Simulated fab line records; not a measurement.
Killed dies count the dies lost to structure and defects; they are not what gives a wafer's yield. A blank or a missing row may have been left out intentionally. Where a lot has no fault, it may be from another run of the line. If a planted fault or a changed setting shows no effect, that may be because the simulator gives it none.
Problem report, 8D (eight disciplines) form, completed by code :: flow sky130 :: the parts of the form that need people (team, actions taken, sign-off) are left out

## 1. PROBLEM STATEMENT
oes product au at SKY_CONTACT_ETCH_16 reads a mean of 0.957 a.u. on 3 wafers of 3 lots; wafers without a fault read 0.855 a.u. with a standard deviation of 0.0045. Relative to the usual mean, that is a shift of +23 standard deviations.
The step: etches BARC in N2/H2, stops on SiO2, time 45.9 s, target depth 60 nm.
Seen first at day 37 08:34 on rie diel-01, wafer L212.4. The record holds 31 wafers of 11 lots with a number at this step. By rule, "out" or "out of limits" means more than 4 standard deviations away from the usual mean. The other wafers with a number count as sound.

## 2. WHAT IT IS AND WHAT IT IS NOT
question: which readings at this step
is: oes product au
is not: drypump motor current A

question: which lots
is: L212, L213, L214
is not: L195, L196, L200, L202, L207, L215, L216, L218

question: which wafers of those lots
is: L212.4, L213.4, L214.3
is not: L212.2, L212.6, L213.6, L214.6

question: read on which tools
is: rie diel-01, rie diel-03, rie diel-04
is not: -

question: when
is: from day 37 08:34
is not: up to then (17 sound wafers); but 11 sound wafers of L213, L214, L215, L216, L218 came after

## 3. SUSPECTS, AND WHAT RULES EACH OUT
Counting: if a tool at a process step up to the reading ran every lot that is out, it stays a suspect. Sound lots after the first of them don't rule it out here, since some wafers of a struck lot are sound.
- rie metal-01 at SKY_LOCAL_INTERCONNECT_METAL_ETCH_14 (etches TiN in Cl2/BCl3, stops on PSG, target depth 110 nm, time 31.4 s): kept. It ran every lot that is out, first L212 (day 36 04:34); its last sound lot up to then is L207 (day 34 15:25).
- litho track-02 at SKY_CONTACT_COAT_08 (resist thk 60 nm): kept. It ran every lot that is out, first L212 (day 36 18:53); its last sound lot up to then is L196 (day 31 19:36).
What counting leaves: rie metal-01 at SKY_LOCAL_INTERCONNECT_METAL_ETCH_14 and litho track-02 at SKY_CONTACT_COAT_08.

## 4. THE CAUSE (what the simulator had put in)
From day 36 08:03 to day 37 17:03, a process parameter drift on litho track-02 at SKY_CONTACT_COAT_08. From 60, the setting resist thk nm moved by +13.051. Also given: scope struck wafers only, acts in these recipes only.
Of the 2 suspects that counting leaves, this tool is one.

## 5. THE EFFECT CHAIN, in route order
Each row: a reading where the mean over the struck wafers with a number is more than 3 standard deviations away from the usual. Only readings whose record carries a usual standard deviation are examined. hours: median over the lots of the time between each lot's start at the first step of this table that gives one and its start at this step. sigmas: the change, counted in usual standard deviations.
hours: 0
step: SKY_CONTACT_ETCH_16
reading: oes product au
usual: 0.855 a.u.
on struck wafers: 0.957
change: +0.102
sigmas: +23

hours: 0
step: SKY_CONTACT_STRIP_19
reading: strip time to endpoint s
usual: 3.63 s
on struck wafers: 3.78
change: +0.15
sigmas: +4.3
Process steps it contains:
- SKY_CONTACT_ETCH_16: etches BARC in N2/H2, stops on SiO2, time 45.9 s, target depth 60 nm.
- SKY_CONTACT_STRIP_19: strips in O2/N2.

## 6. WHAT WOULD HAVE CAUGHT IT SOONER
In this record no reading fell out of limits until day 37 08:34, 25 hours after the fault had begun at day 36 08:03.
No tool reading at SKY_CONTACT_COAT_08 that has a usual standard deviation in the record was out on any struck wafer, so an alarm limit of 4 standard deviations on those readings would not have fired.
L214, from the lots that are out (3), started SKY_CONTACT_COAT_08 on litho track-02 later than day 37 08:34. Putting the tool on hold at that point would have spared it.
